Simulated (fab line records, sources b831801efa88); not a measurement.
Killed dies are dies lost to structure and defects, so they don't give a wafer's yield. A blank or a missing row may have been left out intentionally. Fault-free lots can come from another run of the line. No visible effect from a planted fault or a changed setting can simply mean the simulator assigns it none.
fab line records	flow sky130
record: lots: 6	wafers: 18	lastDay: 49
route steps=708 shown POLY_GATE@221 LDD_N@237 LDD_P@255 PAD_OPEN@708
lots with no fault: from the same line, run without faults
startH: the number of hours between the record's first day and the start of the first shown wafer of the lot	waitH: how many hours have passed since the lot's step before this one	" identical to the entry in the row above	L1.1+2: one row covering several wafers at once	- no value, or no start was given	* or withheld: withheld	< > ~ a bound
route shown NAME@n: a module of which the file shows steps, and the number in the route of the first	usual: mean and standard deviation over wafers with no fault	same: alike in all rows	chamber/n: place in a boat	sites: the reading at each site	_std_site: their standard deviation	_edge_site: outer sites' mean less inner sites'	radiusMm: for every site, how far away it sits from the centre of the wafer	mask NAME#n: copy n	behind: the most recent tool/chamber to have shaped the wafer	hold: the reason the lot was held/the length of the hold in hours/how it ended	device: the n, p or np transistor that did not switch	end of line: the same wafers' tests at the end of the route	a step without rows: its recipe alone	killed: the dies lost at the first sort to structure and to defects; this is not the yield of the wafer	map: a wafer's dies, marking killed ones x, the rest . and places with no die _
set.NAME: the setting that was run; set.NAME@STEP: the one run at that earlier step	model.NAME: the simulator's own value behind a step, which no gauge read
lots at selected steps of the route; one table per step, one row per wafer
services: from which hour (startH, from the record's first day; less than 0 if before it) a tool's chamber was out of use, for how many hours, and why
== steps ==
step: SKY_POLY_GATE_COAT_07
recipe: resist: BARC	tempC: withheld	timeS: withheld	spinRpm: 3000	resistThkNm: 110
step: SKY_POLY_GATE_COAT_08
recipe: resist: KrF-thick	spinRpm: 3000	resistThkNm: 450
step: SKY_POLY_GATE_SOFTBAKE_09
recipe: tempC: 100	timeS: 90	resist: KrF-thick
step: SKY_POLY_GATE_EXPOSE_10
recipe: maskId: P1M	na: 0.68	sourceShape: conventional	sigmaOuter: 0.6	targetCdNm: 150	doseMj: 28
step: SKY_POLY_GATE_PEB_11
recipe: pebTempC: withheld	pebTimeS: withheld	resist: KrF-thick
step: SKY_POLY_GATE_DEVELOP_12
recipe: developTimeS: 60	resist: KrF-thick	devTempC: 21
step: SKY_POLY_GATE_CD_MEAS_13
recipe: targetCdNm: 150
usual: cdNm: 150.3/1.4
lot.wafer	tool	chamber	startH	waitH	cdNm
L492.1	cdSem-02	-	380.15	-	152.1
L492.3	"	-	"	"	151.5
L492.5	"	-	"	"	151.0
L498.4	cdSem-01	-	442.73	-	149.7
L498.5	"	-	"	"	149.8
L498.6	"	-	"	"	151.6
L499.3	cdSem-01	-	453.36	-	147.0
L499.4	"	-	"	"	147.6
L499.5	"	-	"	"	147.1
L500.4	cdSem-01	-	458.38	-	151.4
L500.5	"	-	"	"	152.2
L500.6	"	-	"	"	151.2
L505.2	cdSem-02	-	512.04	-	148.5
L505.4	"	-	"	"	149.7
L505.6	"	-	"	"	148.8
L506.1	cdSem-01	-	522.05	-	149.6
L506.2	"	-	"	"	149.2
L506.4	"	-	"	"	149.3
step: SKY_POLY_GATE_OVL_MEAS_14
usual: POLY_GATE_OVL: 1/5.9
lot.wafer	tool	chamber	startH	waitH	POLY_GATE_OVL[nm]
L492.1	overlay-01	-	380.27	0.1	-2
L492.3	"	-	"	"	0
L492.5	"	-	"	"	-7
L498.4	overlay-02	-	442.81	0.1	3
L498.5	"	-	"	"	3
L498.6	"	-	"	"	-4
L499.3	overlay-02	-	453.46	0.1	10
L499.4	"	-	"	"	4
L499.5	"	-	"	"	10
L500.4	overlay-02	-	458.46	0.1	7
L500.5	"	-	"	"	7
L500.6	"	-	"	"	11
L505.2	overlay-01	-	512.15	0.1	-8
L505.4	"	-	"	"	-4
L505.6	"	-	"	"	-10
L506.1	overlay-01	-	522.17	0.1	-3
L506.2	"	-	"	"	-2
L506.4	"	-	"	"	6
step: SKY_POLY_GATE_ETCH_15
recipe: chemistry: N2/H2	target: BARC	ionEnergyEv: 200	sourceW: 500	biasW: 100	pressureMtorr: 30	n2FlowSccm: 100	h2FlowSccm: 200	stopOn: SiO2	timeS: 118.5	targetDepthA: 1100
usual: drypumpMotorCurrentA: 5.7/0.38	oesProductAu: 0.716/0.0046	throttleValvePct: 13.213/0.0082
lot.wafer	tool	chamber	startH	waitH	drypumpMotorCurrentA	oesProductAu	rfHoursCounterH	throttleValvePct
L492.1	rieDiel-01	0	380.30	0.0	5.7	0.721	59	13.229
L492.3	"	3	"	"	6.7	0.724	90	13.222
L492.5	"	3	"	"	6.7	0.716	-	13.209
L498.4	rieDiel-01	2	442.87	0.1	5.4	0.718	-	13.226
L498.5	"	0	"	"	5.8	0.720	-	13.217
L498.6	"	3	"	"	6.7	0.728	-	13.206
L499.3	rieDiel-03	3	453.48	0.0	5.5	0.716	13	13.202
L499.4	"	1	"	"	5.9	0.719	18	13.205
L499.5	"	1	"	"	5.9	0.720	-	13.215
L500.4	rieDiel-02	1	458.48	0.0	5.8	0.715	1	13.201
L500.5	"	1	"	"	5.9	0.717	-	13.210
L500.6	"	0	"	"	5.1	0.706	-	13.229
L505.2	rieDiel-03	0	512.18	0.0	6.1	0.715	52	13.199
L505.4	"	1	"	"	5.9	0.719	18	13.203
L505.6	"	3	"	"	5.5	0.720	-	13.218
L506.1	rieDiel-02	0	522.20	0.0	5.1	0.714	8	13.216
L506.2	"	2	"	"	5.6	0.707	86	13.207
L506.4	"	0	"	"	5.1	0.711	-	13.211
step: SKY_POLY_GATE_ETCH_16
recipe: stopOn: poly-Si	chemistry: CH3F/O2	target: Si3N4	sourceW: 400	biasW: 80	pressureMtorr: 25	ch3fFlowSccm: 40	O2_flow_sccm: 30	timeS: 147.5	targetDepthA: 750
usual: O2_flow_sccm: 29.99/0.1	drypumpMotorCurrentA: 5.7/0.38	oesProductAu: 0.639/0.0054	throttleValvePct: 10.535/0.0092
lot.wafer	tool	chamber	startH	waitH	O2_flow_sccm	drypumpMotorCurrentA	oesProductAu	rfHoursCounterH	throttleValvePct
L492.1	rieDiel-01	0	380.39	0.0	30.10	5.8	0.638	59	10.553
L492.3	"	3	"	"	30.08	6.7	0.635	90	10.542
L492.5	"	3	"	"	30.09	6.7	0.636	-	10.515
L498.4	rieDiel-01	2	442.96	0.0	29.99	5.4	0.633	-	10.531
L498.5	"	0	"	"	30.02	5.8	0.642	-	10.533
L498.6	"	3	"	"	29.98	6.7	0.645	-	10.522
L499.3	rieDiel-03	3	453.56	0.0	29.87	5.5	0.632	13	10.533
L499.4	"	1	"	"	29.92	5.9	0.639	18	10.538
L499.5	"	1	"	"	30.00	5.9	0.644	-	10.542
L500.4	rieDiel-02	1	458.56	0.0	30.07	5.8	0.645	1	10.544
L500.5	"	1	"	"	30.10	5.8	0.649	-	10.524
L500.6	"	0	"	"	30.16	5.1	0.648	-	10.535
L505.2	rieDiel-03	0	512.26	0.0	30.13	6.1	0.634	52	10.518
L505.4	"	1	"	"	30.01	5.9	0.639	18	10.523
L505.6	"	3	"	"	30.05	5.5	0.640	-	10.538
L506.1	rieDiel-02	0	522.29	0.0	30.10	5.1	0.637	8	10.526
L506.2	"	2	"	"	29.95	5.7	0.642	86	10.540
L506.4	"	0	"	"	30.02	5.1	0.633	-	10.547
step: SKY_POLY_GATE_ETCH_17
recipe: targetDepthNm: 180	stopOn: SiO2	overEtchFrac: 0.56667	chemistry: HBr/Cl2	target: poly-Si	icpW: 400	biasW: 100	pressureMtorr: 10	HBr_flow_sccm: 150	Cl2_flow_sccm: 50	timeS: 70.5
usual: drypumpMotorCurrentA: 5.6/0.46	oesProductAu: 0.984/0.0069	throttleValvePct: 33.684/0.0093
lot.wafer	tool	chamber	startH	waitH	drypumpMotorCurrentA	oesProductAu	rfHoursCounterH	throttleValvePct
L492.1	rieSi-02	1	380.49	0.0	5.6	0.992	73	33.700
L492.3	"	2	"	"	6.1	0.987	4	33.693
L492.5	"	1	"	"	5.6	0.985	-	33.681
L498.4	rieSi-02	0	443.01	0.0	4.9	0.991	1	33.684
L498.5	"	1	"	"	5.6	0.980	-	33.688
L498.6	"	2	"	"	6.1	0.983	-	33.682
L499.3	rieSi-01	2	453.66	0.0	5.7	0.987	3	33.677
L499.4	"	1	"	"	6.4	0.996	1	33.688
L499.5	"	2	"	"	5.7	0.986	-	33.691
L500.4	rieSi-01	2	458.66	0.0	5.6	0.984	3	33.684
L500.5	"	3	"	"	5.2	0.969	-	33.690
L500.6	"	0	"	"	5.4	0.987	-	33.691
L505.2	rieSi-02	3	512.36	0.0	5.9	0.990	0	33.692
L505.4	"	1	"	"	5.6	0.984	0	33.700
L505.6	"	3	"	"	5.9	0.984	-	33.692
L506.1	rieSi-01	0	522.38	0.0	5.4	0.975	5	33.685
L506.2	"	3	"	"	5.2	0.977	7	33.674
L506.4	"	1	"	"	6.3	0.983	1	33.683
step: SKY_POLY_GATE_STRIP_18
recipe: chemistry: O2/N2	powerW: 1400	pressureMtorr: 1500	platenTempC: withheld	o2FlowSccm: 3000	n2FlowSccm: 300	overashFraction: 0.5
usual: drypumpMotorCurrentA: 5.6/0.4	o2FlowSccm: 3000/9.1	oesProductAu: 0.361/0.005	stripTimeToEndpointS: 3.17/0.044
lot.wafer	tool	chamber	startH	waitH	drypumpMotorCurrentA	o2FlowSccm	oesProductAu	rfHoursCounterH	stripTimeToEndpointS
L492.1	plasmaAsher-04	0	380.54	0.0	6.2	3008	0.356	70	3.18
L492.3	"	0	"	"	6.1	3006	0.362	-	3.22
L492.5	"	0	"	"	6.2	3005	0.360	-	3.19
L498.4	plasmaAsher-02	1	443.10	0.1	4.8	3001	0.371	-	3.24
L498.5	"	0	"	"	5.8	3002	0.370	-	3.19
L498.6	"	1	"	"	4.8	3006	0.359	-	3.22
L499.3	plasmaAsher-03	1	453.75	0.1	5.4	3001	0.368	-	3.16
L499.4	"	0	"	"	6.0	2993	0.363	-	3.20
L499.5	"	1	"	"	5.4	3018	0.361	-	3.16
L500.4	plasmaAsher-04	1	458.75	0.1	5.5	3019	0.347	-	3.04
L500.5	"	0	"	"	6.1	2990	0.355	-	3.07
L500.6	"	1	"	"	5.5	3006	0.356	-	3.18
L505.2	plasmaAsher-03	1	512.42	0.0	5.4	3001	0.364	81	3.21
L505.4	"	1	"	"	5.4	3007	0.350	-	3.23
L505.6	"	0	"	"	6.0	3006	0.353	-	3.17
L506.1	plasmaAsher-04	0	522.44	0.0	6.2	2998	0.370	8	3.17
L506.2	"	1	"	"	5.5	3009	0.360	8	3.19
L506.4	"	0	"	"	6.2	3012	0.355	-	3.19
step: SKY_POLY_GATE_CLEAN_19
recipe: chemistry: SC1/SC2	mix: 1:4:20	tempC: 70	timeS: 150	dry: n2Spin
lot.wafer	tool	chamber	startH	waitH
L492.1+3+5	wetBench-01	0	380.64	0.1
L498.4+5+6	wetBench-02	2	443.17	0.0
L499.3+4+5	wetBench-01	3	453.82	0.0
L500.4+5+6	wetBench-04	0	458.82	0.0
L505.2+4+6	wetBench-02	1	512.52	0.1
L506.1+2+4	wetBench-02	3	522.54	0.1
step: SKY_POLY_GATE_OXIDATION_20
recipe: tempC: 850	ambient: O2	stabiliseS: 600	purgeS: 300	targetThkA: 40	oxTimeS: 899
step: SKY_POLY_GATE_THK_MEAS_21
recipe: reads: SiO2_of_POLY_GATE_OXIDATION_20
usual: POLY_GATE_OXIDATION_THK: 3.96/0.079
lot.wafer	tool	chamber	startH	waitH	POLY_GATE_OXIDATION_THK[nm]
L492.1	filmMetro-03	-	382.15	0.0	4.15
L492.3	"	-	"	"	4.05
L492.5	"	-	"	"	4.15
L498.4	filmMetro-02	-	444.55	0.0	3.85
L498.5	"	-	"	"	3.75
L498.6	"	-	"	"	3.85
L499.3	filmMetro-02	-	455.14	0.0	3.92
L499.4	"	-	"	"	3.88
L499.5	"	-	"	"	3.90
L500.4	filmMetro-01	-	460.53	0.0	3.98
L500.5	"	-	"	"	3.99
L500.6	"	-	"	"	3.89
L505.2	filmMetro-02	-	515.05	0.0	3.94
L505.4	"	-	"	"	3.95
L505.6	"	-	"	"	3.96
L506.1	filmMetro-03	-	524.96	0.0	4.02
L506.2	"	-	"	"	3.96
L506.4	"	-	"	"	4.02
step: SKY_POLY_GATE_CD_MEAS_22
usual: cdNm: 151/3.1
lot.wafer	tool	chamber	startH	waitH	cdNm
L492.1	cdSem-01	-	382.21	0.1	156
L492.3	"	-	"	"	151
L492.5	"	-	"	"	151
L498.4	cdSem-01	-	444.67	0.1	152
L498.5	"	-	"	"	155
L498.6	"	-	"	"	149
L499.3	cdSem-02	-	455.23	0.1	148
L499.4	"	-	"	"	147
L499.5	"	-	"	"	148
L500.4	cdSem-02	-	460.65	0.1	152
L500.5	"	-	"	"	153
L500.6	"	-	"	"	148
L505.2	cdSem-02	-	515.12	0.1	150
L505.4	"	-	"	"	155
L505.6	"	-	"	"	150
L506.1	cdSem-02	-	525.02	0.1	146
L506.2	"	-	"	"	146
L506.4	"	-	"	"	147
step: SKY_LDD_N_DEHYDRATE_00
recipe: tempC: 200	timeS: 60
step: SKY_LDD_N_HMDS_01
recipe: primeTimeS: 60	primeTempC: 120
step: SKY_LDD_N_COAT_02
recipe: resist: NOVOLAK	spinRpm: 3000	resistThkNm: 300
step: SKY_LDD_N_SOFTBAKE_03
recipe: tempC: 90	timeS: 60	resist: NOVOLAK
step: SKY_LDD_N_EXPOSE_04
recipe: maskId: NTM	targetCdNm: 840	na: 0.6	sourceShape: conventional	sigmaOuter: 0.6	doseMj: 110
step: SKY_LDD_N_PEB_05
recipe: tempC: withheld	timeS: *	resist: NOVOLAK
step: SKY_LDD_N_DEVELOP_06
recipe: developTimeS: 60	devTempC: 23
step: SKY_LDD_N_OVL_MEAS_07
usual: LDD_N_OVL: 0.2/1.4
lot.wafer	tool	chamber	startH	waitH	LDD_N_OVL[nm]
L492.1	overlay-01	-	411.75	0.1	0.2
L492.3	"	-	"	"	0.5
L492.5	"	-	"	"	0.9
L498.4	overlay-02	-	474.82	0.1	-1.0
L498.5	"	-	"	"	-2.0
L498.6	"	-	"	"	-1.0
L499.3	overlay-01	-	485.68	0.1	2.4
L499.4	"	-	"	"	2.4
L499.5	"	-	"	"	1.1
L500.4	overlay-02	-	491.17	0.1	1.0
L500.5	"	-	"	"	-0.6
L500.6	"	-	"	"	1.2
L505.2	overlay-02	-	545.83	0.1	0.6
L505.4	"	-	"	"	-0.7
L505.6	"	-	"	"	-1.1
L506.1	overlay-02	-	554.97	0.1	2.5
L506.2	"	-	"	"	3.0
L506.4	"	-	"	"	3.6
step: SKY_LDD_N_IMPLANT_08
recipe: species: As	energyKev: 20	doseCm2: 7.5e+13	tiltDeg: withheld	rotationDeg: 23
step: SKY_LDD_N_IMPLANT_09
recipe: species: As	energyKev: 20	doseCm2: 7.5e+13	tiltDeg: withheld	rotationDeg: 113
step: SKY_LDD_N_IMPLANT_10
recipe: species: As	energyKev: 20	doseCm2: 7.5e+13	tiltDeg: withheld	rotationDeg: 203
step: SKY_LDD_N_IMPLANT_11
recipe: species: As	energyKev: 20	doseCm2: 7.5e+13	tiltDeg: withheld	rotationDeg: 293
step: SKY_LDD_N_IMPLANT_12
recipe: species: BF2	energyKev: 50	doseCm2: 5e+12	tiltDeg: 30	rotationDeg: 0
step: SKY_LDD_N_IMPLANT_13
recipe: species: BF2	energyKev: 50	doseCm2: 5e+12	tiltDeg: 30	rotationDeg: 90
step: SKY_LDD_N_IMPLANT_14
recipe: species: BF2	energyKev: 50	doseCm2: 5e+12	tiltDeg: 30	rotationDeg: 180
step: SKY_LDD_N_IMPLANT_15
recipe: species: BF2	energyKev: 50	doseCm2: 5e+12	tiltDeg: 30	rotationDeg: 270
step: SKY_LDD_N_STRIP_16
recipe: chemistry: O2/N2	powerW: 1400	pressureMtorr: 1500	platenTempC: withheld	o2FlowSccm: 3000	n2FlowSccm: 300	overashFraction: 0.5
usual: drypumpMotorCurrentA: 5.5/0.5	o2FlowSccm: 3001/9.6	oesProductAu: 0.407/0.0047	stripTimeToEndpointS: 4.314/0.017
lot.wafer	tool	chamber	startH	waitH	drypumpMotorCurrentA	o2FlowSccm	oesProductAu	rfHoursCounterH	stripTimeToEndpointS
L492.1	plasmaAsher-02	0	412.98	0.1	5.8	3002	0.399	57	4.309
L492.3	"	1	"	"	4.8	3016	0.402	-	4.317
L492.5	"	1	"	"	4.8	3017	0.410	-	4.299
L498.4	plasmaAsher-02	1	476.07	0.1	4.8	3008	0.407	-	4.289
L498.5	"	1	"	"	4.8	3010	0.410	-	4.315
L498.6	"	0	"	"	5.7	3002	0.401	-	4.318
L499.3	plasmaAsher-01	0	486.94	0.1	6.1	3007	0.407	-	4.319
L499.4	"	1	"	"	5.6	3021	0.403	-	4.314
L499.5	"	1	"	"	5.6	2993	0.406	-	4.302
L500.4	plasmaAsher-04	0	492.42	0.1	6.2	2993	0.401	-	4.346
L500.5	"	0	"	"	6.2	2985	0.399	-	4.306
L500.6	"	1	"	"	5.5	2996	0.406	-	4.318
L505.2	plasmaAsher-02	1	547.06	0.1	4.8	3001	0.411	71	4.327
L505.4	"	1	"	"	4.8	2990	0.407	-	4.317
L505.6	"	0	"	"	5.7	3011	0.406	-	4.283
L506.1	plasmaAsher-02	1	556.21	0.1	4.8	3016	0.410	72	4.286
L506.2	"	0	"	"	5.8	3014	0.406	72	4.304
L506.4	"	1	"	"	4.8	3010	0.409	-	4.300
step: SKY_LDD_N_TW_MEAS_17
usual: LDD_N_TW: 2573/16
lot.wafer	tool	chamber	startH	waitH	LDD_N_TW
L492.1	filmMetro-03	-	413.08	0.1	2598
L492.3	"	-	"	"	2588
L492.5	"	-	"	"	2590
L498.4	filmMetro-01	-	476.16	0.1	2561
L498.5	"	-	"	"	2559
L498.6	"	-	"	"	2561
L499.3	filmMetro-03	-	487.03	0.1	2573
L499.4	"	-	"	"	2572
L499.5	"	-	"	"	2583
L500.4	filmMetro-01	-	492.51	0.1	2561
L500.5	"	-	"	"	2540
L500.6	"	-	"	"	2552
L505.2	filmMetro-03	-	547.17	0.1	2594
L505.4	"	-	"	"	2593
L505.6	"	-	"	"	2594
L506.1	filmMetro-03	-	556.31	0.1	2589
L506.2	"	-	"	"	2591
L506.4	"	-	"	"	2594
step: SKY_LDD_P_DEHYDRATE_00
recipe: tempC: 200	timeS: 60
step: SKY_LDD_P_HMDS_01
recipe: primeTimeS: 60	primeTempC: 120
step: SKY_LDD_P_COAT_02
recipe: resist: NOVOLAK	spinRpm: 3000	resistThkNm: 1140
step: SKY_LDD_P_SOFTBAKE_03
recipe: tempC: 90	timeS: 60	resist: NOVOLAK
step: SKY_LDD_P_EXPOSE_04
recipe: maskId: PSDM	na: 0.6	sourceShape: conventional	sigmaOuter: 0.6	polarization: unpolarized	targetCdNm: 380	doseMj: 138
step: SKY_LDD_P_PEB_05
recipe: tempC: withheld	timeS: *	resist: NOVOLAK
step: SKY_LDD_P_DEVELOP_06
recipe: resist: NOVOLAK	developer: TMAH	developTimeS: 60	devTempC: 23
step: SKY_LDD_P_CD_MEAS_07
recipe: targetCdNm: 380
usual: cdNm: 380.2/2.6
lot.wafer	tool	chamber	startH	waitH	cdNm
L492.1	cdSem-02	-	443.85	0.1	381.9
L492.3	"	-	"	"	382.9
L492.5	"	-	"	"	382.8
L498.4	cdSem-02	-	506.13	0.1	383.0
L498.5	"	-	"	"	383.0
L498.6	"	-	"	"	381.3
L499.3	cdSem-01	-	517.69	0.1	376.3
L499.4	"	-	"	"	376.2
L499.5	"	-	"	"	377.9
L500.4	cdSem-02	-	522.55	0.1	384.9
L500.5	"	-	"	"	386.7
L500.6	"	-	"	"	386.0
L505.2	cdSem-01	-	576.69	0.1	382.3
L505.4	"	-	"	"	379.0
L505.6	"	-	"	"	385.3
L506.1	cdSem-01	-	586.04	0.1	377.0
L506.2	"	-	"	"	378.1
L506.4	"	-	"	"	378.9
step: SKY_PAD_OPEN_PROBE_99
usual: killed_at_M0_to_M3: 44/7.3	killed_at_M4_up: 3.1/1.6	killedAtContacts: 24/5.4	killedAtFrontEnd: 15/4	killedAtOther: 0.2/0.49	killedDies: 86/10	killedOpen: 48/7.3	killedShort: 38/6.3
same: grossDies: 492	killedAtBackSide: 0
lot.wafer	tool	chamber	startH	waitH	killed_at_M0_to_M3	killed_at_M4_up	killedAtContacts	killedAtFrontEnd	killedAtOther	killedDies	killedOpen	killedShort
L492.1	prober-02	-	1084.33	0.1	36	4	30	8	0	78	51	27
L492.3	prober-02	-	1084.43	0.2	42	2	25	14	0	83	47	36
L492.5	prober-02	-	1084.53	0.2	36	3	31	18	0	88	50	38
L498.4	prober-02	-	1121.22	0.2	46	4	21	14	0	85	52	33
L498.5	prober-02	-	1121.27	0.2	42	2	29	13	0	86	48	38
L498.6	prober-02	-	1121.32	0.2	38	2	22	11	0	73	43	30
L499.3	prober-01	-	1127.89	0.2	51	3	22	13	0	89	52	37
L499.4	prober-01	-	1127.94	0.2	44	4	28	15	0	91	55	36
L499.5	prober-01	-	1127.99	0.2	34	1	23	18	0	76	35	41
L500.4	prober-02	-	1134.78	0.2	39	3	23	11	0	76	48	28
L500.5	prober-02	-	1134.83	0.2	55	4	20	12	0	91	48	43
L500.6	prober-02	-	1134.88	0.2	33	3	23	14	0	73	37	36
L505.2	prober-01	-	1165.59	0.1	49	7	26	70	0	152	47	49
L505.4	prober-01	-	1165.69	0.2	44	4	32	70	2	152	58	39
L505.6	prober-01	-	1165.79	0.2	39	2	26	64	0	131	39	38
L506.1	prober-02	-	1172.54	0.1	34	0	31	44	3	112	50	35
L506.2	prober-02	-	1172.59	0.1	46	3	21	41	0	111	51	36
L506.4	prober-02	-	1172.69	0.2	38	3	35	37	0	113	51	37
killed by level:class
L492.1 VIA1:geometricParticle:open=13 LI_CONTACT:geometricParticle:open=12 VIA3:geometricParticle:open=8 CONTACT:geometricParticle:open=7 CONTACT:geometricParticle:short=6 VIA2:geometricParticle:open=4 VIA3:geometricParticle:short=4 SPACER:geometricParticle:short=3
L492.3 VIA1:geometricParticle:open=11 CONTACT:geometricParticle:open=8 CONTACT:geometricParticle:short=7 METAL2:geometricParticle:short=7 VIA2:geometricParticle:open=6 LI_CONTACT:geometricParticle:open=6 FIELD_ISO:geometricParticle:open=4 VIA3:geometricParticle:short=4
L492.5 VIA3:geometricParticle:open=15 CONTACT:geometricParticle:open=12 LOCAL_INTERCONNECT:geometricParticle:short=7 VIA1:geometricParticle:open=6 FIELD_ISO:geometricParticle:open=4 FIELD_ISO:geometricParticle:short=4 LI_CONTACT:geometricParticle:open=4 VIA1:geometricParticle:short=4
L498.4 VIA1:geometricParticle:open=15 CONTACT:geometricParticle:open=12 VIA3:geometricParticle:open=7 VIA1:geometricParticle:short=6 CONTACT:geometricParticle:short=4 METAL1:geometricParticle:short=4 VIA2:geometricParticle:open=4 FIELD_ISO:geometricParticle:short=3
L498.5 VIA1:geometricParticle:open=15 LI_CONTACT:geometricParticle:open=8 CONTACT:geometricParticle:short=8 CONTACT:geometricParticle:open=6 LOCAL_INTERCONNECT:geometricParticle:short=5 VIA3:geometricParticle:open=5 METAL1:geometricParticle:short=4 VIA2:geometricParticle:open=4
L498.6 VIA1:geometricParticle:open=10 LI_CONTACT:geometricParticle:open=8 CONTACT:geometricParticle:short=6 VIA2:geometricParticle:open=5 POLY_GATE:geometricParticle:open=4 CONTACT:geometricParticle:open=4 VIA3:geometricParticle:open=4 METAL3:geometricParticle:short=4
L499.3 VIA1:geometricParticle:open=12 VIA2:geometricParticle:open=10 LI_CONTACT:geometricParticle:open=7 CONTACT:geometricParticle:open=7 METAL1:geometricParticle:short=7 VIA3:geometricParticle:open=6 FIELD_ISO:geometricParticle:open=4 POLY_GATE:geometricParticle:short=4
L499.4 VIA1:geometricParticle:open=14 LI_CONTACT:geometricParticle:open=14 VIA3:geometricParticle:open=9 CONTACT:geometricParticle:open=7 METAL2:geometricParticle:short=7 CONTACT:geometricParticle:short=5 METAL1:geometricParticle:short=5 FIELD_ISO:geometricParticle:short=4
L499.5 VIA1:geometricParticle:open=8 LI_CONTACT:geometricParticle:open=7 VIA1:geometricParticle:short=6 FIELD_ISO:geometricParticle:short=5 FIELD_ISO:geometricParticle:open=5 LOCAL_INTERCONNECT:geometricParticle:short=5 POLY_GATE:geometricParticle:open=4 LI_CONTACT:geometricParticle:short=4
L500.4 VIA1:geometricParticle:open=9 VIA3:geometricParticle:open=8 CONTACT:geometricParticle:open=7 VIA2:geometricParticle:open=7 LI_CONTACT:geometricParticle:open=6 FIELD_ISO:geometricParticle:open=5 LOCAL_INTERCONNECT:geometricParticle:short=5 VIA1:geometricParticle:short=5
L500.5 VIA1:geometricParticle:open=14 CONTACT:geometricParticle:open=11 VIA2:geometricParticle:open=8 METAL1:geometricParticle:short=6 VIA1:geometricParticle:short=6 METAL3:geometricParticle:short=6 VIA2:geometricParticle:short=5 POLY_GATE:geometricParticle:open=4
L500.6 CONTACT:geometricParticle:open=8 VIA1:geometricParticle:open=8 LI_CONTACT:geometricParticle:open=6 POLY_GATE:geometricParticle:open=5 METAL2:geometricParticle:short=5 METAL1:geometricParticle:short=4 CONTACT:geometricParticle:short=4 VIA3:geometricParticle:short=4
L505.2 POLY_GATE:unspecified=56 CONTACT:geometricParticle:open=11 VIA1:geometricParticle:open=11 VIA2:geometricParticle:open=7 METAL3:geometricParticle:short=6 CONTACT:geometricParticle:short=6 VIA1:geometricParticle:short=6 METAL4:geometricParticle:short=6
L505.4 POLY_GATE:unspecified=55 CONTACT:geometricParticle:open=16 VIA1:geometricParticle:open=15 VIA3:geometricParticle:open=7 POLY_GATE:geometricParticle:short=6 CONTACT:geometricParticle:short=5 LI_CONTACT:geometricParticle:open=5 VIA1:geometricParticle:short=5
L505.6 POLY_GATE:unspecified=54 CONTACT:geometricParticle:open=9 LI_CONTACT:geometricParticle:open=8 VIA1:geometricParticle:open=8 VIA1:geometricParticle:short=6 POLY_GATE:geometricParticle:short=5 METAL1:geometricParticle:short=5 VIA2:geometricParticle:open=5
L506.1 POLY_GATE:unspecified=27 CONTACT:geometricParticle:open=11 VIA1:geometricParticle:open=8 LI_CONTACT:geometricParticle:open=7 METAL2:geometricParticle:short=6 FIELD_ISO:geometricParticle:short=5 LOCAL_INTERCONNECT:geometricParticle:short=5 POLY_GATE:geometricParticle:open=4
L506.2 POLY_GATE:unspecified=24 VIA1:geometricParticle:open=12 METAL1:geometricParticle:short=8 CONTACT:geometricParticle:open=8 VIA2:geometricParticle:open=6 POLY_GATE:geometricParticle:open=5 LI_CONTACT:geometricParticle:open=5 VIA1:geometricParticle:short=5
L506.4 POLY_GATE:unspecified=25 CONTACT:geometricParticle:open=15 VIA1:geometricParticle:open=11 METAL2:geometricParticle:short=8 LI_CONTACT:geometricParticle:open=7 CONTACT:geometricParticle:short=6 LOCAL_INTERCONNECT:geometricParticle:short=5 VIA2:geometricParticle:open=4
map L505.2 (x killed, . not)
__________.x..x.x..._________
________....x...x...x._______
______.xx.x........x...._____
_____.x...xx.....x.x.x.xx____
____.......x..............___
___xx...x.xx..x......x.....__
__.x...x...x..........x....x_
_..x..........x..x.......xx..
_.x........x.x....x..x...x..x
_......x..............x..x...
_.xxxxx.x.x....x...x.x.......
_xxxxxxx.x.x....x....x.......
_xxxxxxxxx..x.....x.x...x..x.
_xxxxxxxxxx..x.x........xx.x.
_xxxxxxxxxx......x..x.x......
__xxxxxxxxxx...........xx..._
___xxxxxxx.x......x...x..xx__
____.xxx..x..x......xx.x.x___
_____.x....x.....x..x..x.____
______...............x.._____
________.......x...x.._______
__________...xx....._________
map L506.4 (x killed, . not)
__________.........._________
________.xx.x..x..x.x._______
______....x..x...x.x...._____
_____xxx.x...x.xx.....x..____
____xxxx..x..............x___
___xxxx.x.....x.......x..x.__
__xxxxx.x...x.xx..x.x......x_
_xxxxx..xx..x.........x......
_xxxxx.x..............x.x.x..
_.x..xx.xx.xx.........x...x..
_.........x.....x.......x.x..
_.x.x........x.....x....xx...
_..................x........x
_..x.....x.....x.x.x.........
_..x...x...x..........x...x.x
__..x.x.....x...xx.....x...._
___..xx.........x....x..x.x__
____................x..x..___
_____x..................x____
______.............x...._____
________.....x..x....._______
__________.........._________
== services ==
tool	chamber	startH	hours	kind
rieDiel-01	2	373.82	6.8	repair
plasmaAsher-04	-	383.22	0.9	repair
rieDiel-01	-	387.39	2.8	pm
rieDiel-02	1	403.26	8.6	repair
rieSi-02	3	407.69	5.1	repair
rieSi-02	2	420.93	2.0	repair
plasmaAsher-04	-	421.25	9.0	pm
rieDiel-02	-	426.09	0.4	repair
rieDiel-01	1	440.18	2.7	repair
rieDiel-01	0	444.23	5.9	repair
rieDiel-03	3	454.74	2.6	repair
rieSi-02	-	458.53	1.7	repair
rieDiel-02	-	462.98	0.2	repair
rieSi-01	-	468.04	2.7	repair
wetBench-01	-	477.74	0.9	repair
rieDiel-02	-	480.47	2.8	pm
rieDiel-03	-	493.20	1.6	repair
plasmaAsher-03	-	496.51	2.9	repair
plasmaAsher-04	-	499.67	12.5	repair
rieDiel-02	3	505.04	4.8	repair
rieDiel-01	-	533.95	0.4	repair
rieDiel-01	2	543.99	6.0	repair
rieSi-01	0	552.16	2.0	repair
plasmaAsher-04	-	554.89	1.1	repair
== key ==
firstSign: step: SKY_PAD_OPEN_PROBE_99	reading: killedAtFrontEnd	direction: up	sigmas: 9.9	usual: 15	struck: 54
effect: step: SKY_PAD_OPEN_PROBE_99	reading: killedDies	direction: up	sigmas: 4.3	usual: 86	struck: 128
metAt SKY_POLY_GATE_CLEAN_19
struckWafers L505.2,L505.4,L505.6,L506.1,L506.2,L506.4
testerLeftOut L505,L506
onsetBetween 443.17 512.52
alsoFits time
fault: kind: chamberParticleSource	tool: wetBench-02	chamber: -	onsetH: 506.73	steps: SKY_POLY_GATE_CLEAN_19	ratePerVisitCm2: 1.6978	endH: 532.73
testerLeftOut: of these lots the tester's yield and bins aren't shown, on N5 and GAA mostly nor the transistor test; their killed dies are dies lost to structure and defects alone, not to doping, threshold or leakage, so they don't give the yield
